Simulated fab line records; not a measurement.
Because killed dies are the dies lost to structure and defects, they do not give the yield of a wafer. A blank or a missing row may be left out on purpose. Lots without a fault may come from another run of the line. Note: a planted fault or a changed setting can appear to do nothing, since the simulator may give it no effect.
2 desks, one fault | flow sky130 | every desk sees just its own numbers, and what lay behind them comes last

DESK OF THE TOOL OWNER: rie diel-03
The tool's own readings at SKY_VIA3_ETCH_14 (etches BARC in N2/H2, stops on SiO2, time 45.9 s, target depth 60 nm): means of the sampled wafers that have a number, for each lot that ran on this tool. Marked OUT: a lot whose mean sits more than 4 standard deviations from the usual mean, which makes it out of limits; the brackets give that distance.
Columns: A = drypump motor current A at SKY_VIA3_ETCH_14, usual 6.0 A; B = oes product au at SKY_VIA3_ETCH_14, usual 0.855 a.u.; C = rf fwd power W at SKY_VIA3_ETCH_14, usual 494.9 W; D = throttle valve pct at SKY_VIA3_ETCH_14, usual 13.226 %
lot  | first seen here | A   | B                | C     | D
L261 | day 39 09:22    | 6.2 | 0.853            | 495.7 | 13.219
L263 | day 40 08:56    | 6.2 | 0.856            | 495.6 | 13.227
L264 | day 40 11:34    | 6.3 | 0.852            | 495.9 | 13.228
L271 | day 43 06:08    | 6.3 | 0.859            | 495.1 | 13.225
L274 | day 43 15:59    | 6.2 | 0.825 (-5.7) OUT | 493.5 | 13.225
L276 | day 43 18:13    | 6.1 | 0.840            | 495.4 | 13.227
L277 | day 44 09:38    | 6.3 | 0.823 (-6.1) OUT | 495.1 | 13.225
This desk's finding: out of limits on L274, L277; first on L274, day 43 15:59 (oes product au at SKY_VIA3_ETCH_14). L261, L263, L264, L271, L276 stayed within limits.

AT THE METROLOGY DESK
Lot by lot, what the gauges showed, no matter which tool ran the lot: averages of those sampled wafers that carry a number. Marked OUT: a lot whose mean sits more than 4 standard deviations from the usual mean, which makes it out of limits; the brackets give that distance.
Columns: A = CAPM_CVD_00_THK at SKY_CAPM_THK_MEAS_01, usual 15.5 nm; B = CAP2M_CVD_00_THK at SKY_CAP2M_THK_MEAS_01, usual 15.51 nm
lot  | first seen here | A    | B
L261 | day 36 01:53    | 15.5 | 15.45
L263 | day 37 02:46    | 15.7 | 15.63
L264 | day 37 06:11    | 15.4 | 15.48
L266 | day 37 17:58    | 15.6 | 15.38
L265 | day 38 06:59    | 15.2 | 15.57
L267 | day 38 19:22    | 15.7 | 15.63
L271 | day 40 05:29    | 15.4 | 15.42
L272 | day 40 06:50    | 15.4 | 15.58
L274 | day 40 15:51    | 15.3 | 15.56
L276 | day 40 18:34    | 15.0 | 15.31
L277 | day 41 09:07    | 15.3 | 15.37
L278 | day 41 14:56    | 15.4 | 15.80
L279 | day 41 18:45    | 15.3 | 15.44
L282 | day 42 09:20    | 15.2 | 15.35
L283 | day 42 16:07    | 15.7 | 15.40
This desk's finding: nothing out of limits on any of the 15 lots.

PUT TOGETHER
An alarm could have come from the tool owner's desk at day 43 15:59, on L274, L277.
The metrology desk saw nothing out of limits.
The metrology desk has L274, L277 on record, within its limits.
SKY_VIA3_ETCH_14 was run on rie diel-03 by each of the lots named.

WHAT THE SIMULATOR PUT IN
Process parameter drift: rie diel-03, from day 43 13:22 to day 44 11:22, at SKY_VIA3_ETCH_14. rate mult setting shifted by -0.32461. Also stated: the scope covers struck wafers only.
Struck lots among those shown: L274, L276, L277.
Hours from the fault's start to each desk's first reading out of limits: the tool owner's desk, 3.
